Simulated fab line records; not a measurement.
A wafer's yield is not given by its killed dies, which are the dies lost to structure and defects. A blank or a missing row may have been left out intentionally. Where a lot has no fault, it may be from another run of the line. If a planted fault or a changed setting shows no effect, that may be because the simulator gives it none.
Problem report in the 8D (eight disciplines) form, filled by code + flow sky130 + the parts of the form that need people (team, actions taken, sign-off) are left out

== 1. WHAT WENT WRONG ==
Mean of heater power total W at SKY_VT_ADJUST_NCORE_DEHYDRATE_00: 164.58 W across 6 wafers in 2 lots; on wafers with no fault it is 160.37 W (standard deviation 0.12). Measured from the usual mean, that is +35 standard deviations.
The step: time 60 s.
Seen first at day 10 22:56 on litho track-01, wafer L698.2. Wafers with a number at this step in the record: 39, from 13 lots. Rule for "out", or "out of limits": more than 4 standard deviations from the usual mean. Any other wafer with a number is counted as sound.

== 2. WHAT IT IS; WHAT IT IS NOT ==
| question                    | is                                 | is not                                                                                                        |
|-----------------------------|------------------------------------|---------------------------------------------------------------------------------------------------------------|
| which readings at this step | heater power total W, run length s | exhaust pa                                                                                                    |
| which lots                  | L698, L699                         | L688, L690, L695, L700, L701, L704, L705, L706, L708, L709, L711                                              |
| which wafers of those lots  | all that have a number             | -                                                                                                             |
| read on which tools         | litho track-01                     | litho track-03, litho track-04                                                                                |
| when                        | from day 10 22:56                  | up to then (9 sound wafers); but 24 sound wafers of L700, L701, L704, L705, L706, L708, L709, L711 came after |

== 3. SUSPECTS, AND WHAT RULES EACH OUT ==
Counting: any tool at a process step up to the reading is kept as a suspect provided that every lot that is out went through it and no sound lot did after the first of them.
- litho track-01 at SKY_VT_ADJUST_NCORE_DEHYDRATE_00 (time 60 s): kept. It processed each lot that is out, first L698 at day 10 22:56, and no sound lot thereafter; up to then, the last sound lot it processed was L690 at day 8 17:38. Its own heater power total W, run length s readings are out on those wafers.
Left after counting: litho track-01 at SKY_VT_ADJUST_NCORE_DEHYDRATE_00.

== 4. THE CAUSE (what the simulator had put in) ==
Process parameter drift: litho track-01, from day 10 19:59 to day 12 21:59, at SKY_VT_ADJUST_NCORE_DEHYDRATE_00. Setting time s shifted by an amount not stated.
Counting left only this tool.

== 5. SEQUENCE OF EFFECTS, ordered by route ==
Each row: a reading whose mean over the struck wafers that have a number lies more than 3 standard deviations from the usual. Only readings for which the record gives a usual standard deviation are gone through. hours: the time from each lot's start at the first step in this table that gives one to its start at this step, as a median over the lots. sigmas: the change in usual standard deviations.
| hours | step                             | reading              | usual    | on struck wafers | change | sigmas |
|-------|----------------------------------|----------------------|----------|------------------|--------|--------|
| 0     | SKY_VT_ADJUST_NCORE_DEHYDRATE_00 | heater power total W | 160.37 W | 164.58           | +4.21  | +35    |
| 0     | SKY_VT_ADJUST_NCORE_DEHYDRATE_00 | run length s         | 89.13 s  | 84.92            | -4.21  | -23    |
Its process steps:
- SKY_VT_ADJUST_NCORE_DEHYDRATE_00: time 60 s.
Later steps that measure or inspect, where all struck wafers having a row at the step show a number for every such reading and not one has moved that far: SKY_SONOS_TUNNEL_CD_MEAS_07, SKY_POLY_GATE_CD_MEAS_13.

== 6. WHAT WOULD HAVE CAUGHT IT SOONER ==
The fault began at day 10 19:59; the first out-of-limits reading in this record came at day 10 22:56, 3 hours later.
